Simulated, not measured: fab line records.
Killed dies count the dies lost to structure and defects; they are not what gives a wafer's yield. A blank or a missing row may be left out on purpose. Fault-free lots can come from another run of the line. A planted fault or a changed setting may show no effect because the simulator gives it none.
What tool caused it? -- flow gf180mcu -- 24 lots with 72 wafers sampled at 5 steps, on a route of 602 steps

== WHAT THE GAUGES READ, wafer by wafer ==
GF_M2_THK_MEAS_06: measures by xrf.
lot,measured,on,M2_ALCU_THK (nm)
L074,day 18 13:28,film-metro-01,462 461 454
L076,day 19 01:34,film-metro-02,448 450 463
L077,day 19 05:07,film-metro-03,447 450 444
L075,day 19 07:25,film-metro-01,457 457 455
L078,day 20 00:45,film-metro-01,453 454 454
L079,day 20 05:25,film-metro-01,456 443 444
L082,day 20 20:21,film-metro-03,454 460 447
L080,day 20 22:26,film-metro-03,447 451 457
L081,day 20 22:59,film-metro-02,455 454 457
L083,day 21 15:23,film-metro-03,447 443 442
L084,day 22 05:14,film-metro-01,447 453 454
L085,day 22 06:28,film-metro-02,445 456 459
L086,day 22 19:44,film-metro-03,444 440 454
L087,day 23 06:53,film-metro-01,454 460 460
L088,day 23 17:30,film-metro-03,452 450 445
L089,day 23 18:04,film-metro-03,463 459 461
L090,day 24 05:41,film-metro-01,448 450 444
L091,day 24 12:40,film-metro-03,460 454 451
L092,day 24 16:52,film-metro-03,465 459 454
L093,day 25 02:40,film-metro-03,458 454 453
L094,day 25 10:29,film-metro-03,450 444 458
L095,day 25 13:10,film-metro-02,462 458 453
L096,day 25 20:37,film-metro-02,452 458 466
L097,day 26 01:28,film-metro-02,463 455 458

GF_V2_OVL_MEAS_15.
lot,measured,on,V2_OVL (nm)
L074,day 20 16:04,overlay-02,-1 -3 -3
L076,day 21 03:47,overlay-02,-7 -11 -5
L077,day 21 06:23,overlay-01,7 7 4
L075,day 21 09:24,overlay-02,2 10 10
L078,day 22 01:53,overlay-02,-7 -3 -5
L079,day 22 05:23,overlay-02,5 7 4
L082,day 22 22:02,overlay-01,6 10 2
L080,day 22 23:17,overlay-02,-1 6 1
L081,day 22 23:22,overlay-01,6 4 9
L083,day 23 14:35,overlay-01,-7 0 -4
L084,day 24 03:34,overlay-01,10 13 3
L085,day 24 04:44,overlay-01,-1 5 4
L086,day 24 18:00,overlay-02,7 8 4
L087,day 25 04:23,overlay-02,5 3 7
L088,day 25 12:41,overlay-01,2 -8 -3
L089,day 25 13:02,overlay-02,-6 -1 -4
L090,day 26 01:41,overlay-01,-4 -5 2
L091,day 26 08:48,overlay-01,4 0 0
L092,day 26 12:27,overlay-01,4 1 8
L093,day 26 20:59,overlay-02,-3 -3 -1
L094,day 27 04:39,overlay-01,10 9 13
L095,day 27 06:12,overlay-01,-1 -2 0
L096,day 27 15:08,overlay-01,7 6 6
L097,day 27 19:57,overlay-01,0 3 -2

GF_M3_OVL_MEAS_15.
lot,measured,on,M3_OVL (nm)
L074,day 21 17:36,overlay-02,-4 -6 5
L076,day 22 05:05,overlay-02,-5 -1 -3
L077,day 22 08:02,overlay-02,0 0 4
L075,day 22 11:14,overlay-02,9 14 6
L078,day 23 02:55,overlay-02,7 11 7
L079,day 23 06:20,overlay-01,3 -4 0
L082,day 23 21:43,overlay-01,1 0 1
L080,day 23 23:35,overlay-01,4 4 7
L081,day 23 23:15,overlay-01,6 3 -1
L083,day 24 14:05,overlay-02,0 -2 -2
L084,day 25 02:32,overlay-02,3 2 7
L085,day 25 05:05,overlay-02,2 7 3
L086,day 25 16:53,overlay-02,10 4 2
L087,day 26 03:32,overlay-02,8 3 11
L088,day 26 10:26,overlay-02,6 7 10
L089,day 26 11:23,overlay-02,1 5 0
L090,day 27 00:24,overlay-02,5 11 4
L091,day 27 07:56,overlay-01,6 -1 2
L092,day 27 10:09,overlay-01,2 7 -3
L093,day 27 18:49,overlay-02,11 10 6
L094,day 28 02:33,overlay-02,0 -3 4
L095,day 28 03:51,overlay-02,8 4 3
L096,day 28 12:29,overlay-02,5 5 9
L097,day 28 17:08,overlay-02,-8 -2 -7

GF_V4_CD_MEAS_14: target cd 260 nm.
lot,measured,on,cd-nm (nm)
L074,day 24 17:22,cd-sem-02,259.7 260.5 260.2
L076,day 25 05:08,cd-sem-02,260.9 259.5 260.0
L077,day 25 07:13,cd-sem-01,261.5 261.1 261.3
L075,day 25 08:55,cd-sem-01,258.1 258.1 258.1
L078,day 25 23:16,cd-sem-01,258.6 258.1 258.3
L079,day 26 03:29,cd-sem-01,259.1 261.0 261.3
L082,day 26 18:22,cd-sem-01,260.5 261.1 259.5
L080,day 26 19:07,cd-sem-01,260.3 259.8 259.0
L081,day 26 19:04,cd-sem-02,259.4 261.3 260.2
L083,day 27 08:13,cd-sem-02,260.0 259.4 260.6
L084,day 27 20:41,cd-sem-02,260.9 260.8 259.6
L085,day 27 22:52,cd-sem-01,257.9 257.6 257.4
L086,day 28 10:04,cd-sem-01,258.8 259.9 259.5
L087,day 28 19:29,cd-sem-01,261.7 262.2 261.5
L088,day 29 03:20,cd-sem-02,259.0 258.7 259.2
L089,day 29 03:41,cd-sem-02,260.3 259.9 261.5
L090,day 29 16:17,cd-sem-01,259.0 259.2 259.1
L091,day 29 22:28,cd-sem-01,259.6 261.3 259.3
L092,day 30 01:26,cd-sem-01,263.9 261.8 262.9
L093,day 30 09:46,cd-sem-02,260.7 260.3 259.9
L094,day 30 15:14,cd-sem-02,258.5 258.5 258.4
L095,day 30 17:13,cd-sem-02,258.7 260.1 257.7
L096,day 31 01:10,cd-sem-02,258.7 259.2 258.0
L097,day 31 04:52,cd-sem-01,260.7 260.8 260.8

== EACH LOT AND THE TOOL THAT RAN IT (in order: tool; ch and the chambers of the sampled wafers; start) ==
lot,GF_M3_STRIP_17
L074,"plasma-asher-02 ch 0,1, day 21 17:47"
L076,"plasma-asher-03 ch 0,1, day 22 05:15"
L077,"plasma-asher-03 ch 0,1, day 22 08:13"
L075,"plasma-asher-02 ch 0,1, day 22 11:24"
L078,"plasma-asher-03 ch 0,1, day 23 03:05"
L079,"plasma-asher-01 ch 0,1, day 23 06:30"
L082,"plasma-asher-01 ch 0,1, day 23 21:54"
L080,"plasma-asher-03 ch 0,1, day 23 23:47"
L081,"plasma-asher-02 ch 0,1, day 23 23:26"
L083,"plasma-asher-02 ch 0,1, day 24 14:17"
L084,"plasma-asher-01 ch 0,1, day 25 02:42"
L085,"plasma-asher-01 ch 0,1, day 25 05:15"
L086,"plasma-asher-02 ch 0,1, day 25 17:03"
L087,"plasma-asher-03 ch 0,1, day 26 03:42"
L088,"plasma-asher-01 ch 0,1, day 26 10:36"
L089,"plasma-asher-02 ch 0,1, day 26 11:33"
L090,"plasma-asher-02 ch 0,1, day 27 00:34"
L091,"plasma-asher-02 ch 0,1, day 27 08:08"
L092,"plasma-asher-02 ch 0,1, day 27 10:19"
L093,"plasma-asher-02 ch 0, day 27 18:59"
L094,"plasma-asher-02 ch 1, day 28 02:50"
L095,"plasma-asher-02 ch 0,1, day 28 04:01"
L096,"plasma-asher-03 ch 0,1, day 28 12:47"
L097,"plasma-asher-02 ch 0,1, day 28 17:26"
- GF_M3_STRIP_17: strips in O2/N2.

== AS READ BY THE TOOLS THEMSELVES (means over the sampled wafers that have a number; for cases with no such wafer, the mark the record gives instead) ==
GF_M3_STRIP_17.
lot,tool,drypump-motor-current-A (A),heater-power-w (W),oes-product-au (a.u.),strip-time-to-endpoint-s (s)
L074,plasma-asher-02,5.6,325,0.533,7.34
L076,plasma-asher-03,6.2,297,0.536,7.33
L077,plasma-asher-03,6.3,291,0.538,7.38
L075,plasma-asher-02,5.6,320,0.540,7.43
L078,plasma-asher-03,6.2,297,0.535,7.33
L079,plasma-asher-01,5.6,377,0.535,7.38
L082,plasma-asher-01,5.6,351,0.539,7.39
L080,plasma-asher-03,5.9,296,0.531,7.34
L081,plasma-asher-02,5.6,322,0.541,7.41
L083,plasma-asher-02,5.6,325,0.532,7.39
L084,plasma-asher-01,5.6,351,0.538,7.37
L085,plasma-asher-01,5.7,349,0.537,7.40
L086,plasma-asher-02,5.6,324,0.542,7.39
L087,plasma-asher-03,6.2,301,0.540,7.40
L088,plasma-asher-01,5.7,351,0.536,7.32
L089,plasma-asher-02,5.6,321,0.535,7.36
L090,plasma-asher-02,5.3,313,0.535,7.38
L091,plasma-asher-02,5.3,311,0.536,7.33
L092,plasma-asher-02,5.2,317,0.539,7.38
L093,plasma-asher-02,4.9,303,0.537,7.42
L094,plasma-asher-02,6.0,327,0.538,7.39
L095,plasma-asher-02,5.6,316,0.535,7.36
L096,plasma-asher-03,5.9,300,0.538,7.38
L097,plasma-asher-02,5.3,313,0.535,7.35

== THE ANSWER, worked out from the rows above alone ==
Rule: the lots themselves supply what counts as usual. Put in order of their means at a reading, lots are off if they are a third of the lots or fewer, leave a main group of 4 or more, and stand apart from it by a gap of 3 or more times the standard deviation of the main group's means; of several such gaps the widest counts. If all means in a main group match to the digits the tables above print for the reading, that group is not used. A lot without any number at a reading at which 4 lots or more have one is off too. All remaining lots with rows at the step are treated as sound. Order of review: gauges by route order, followed by the tools' own readings, for which a lot's mean as printed above is used. At the first step where some lot is off, the reading lying furthest off is the one used; lots without a number count as furthest.
Nothing can be told from this: no lot is off at any reading shown.

== WHAT THE SIMULATOR PUT IN ==
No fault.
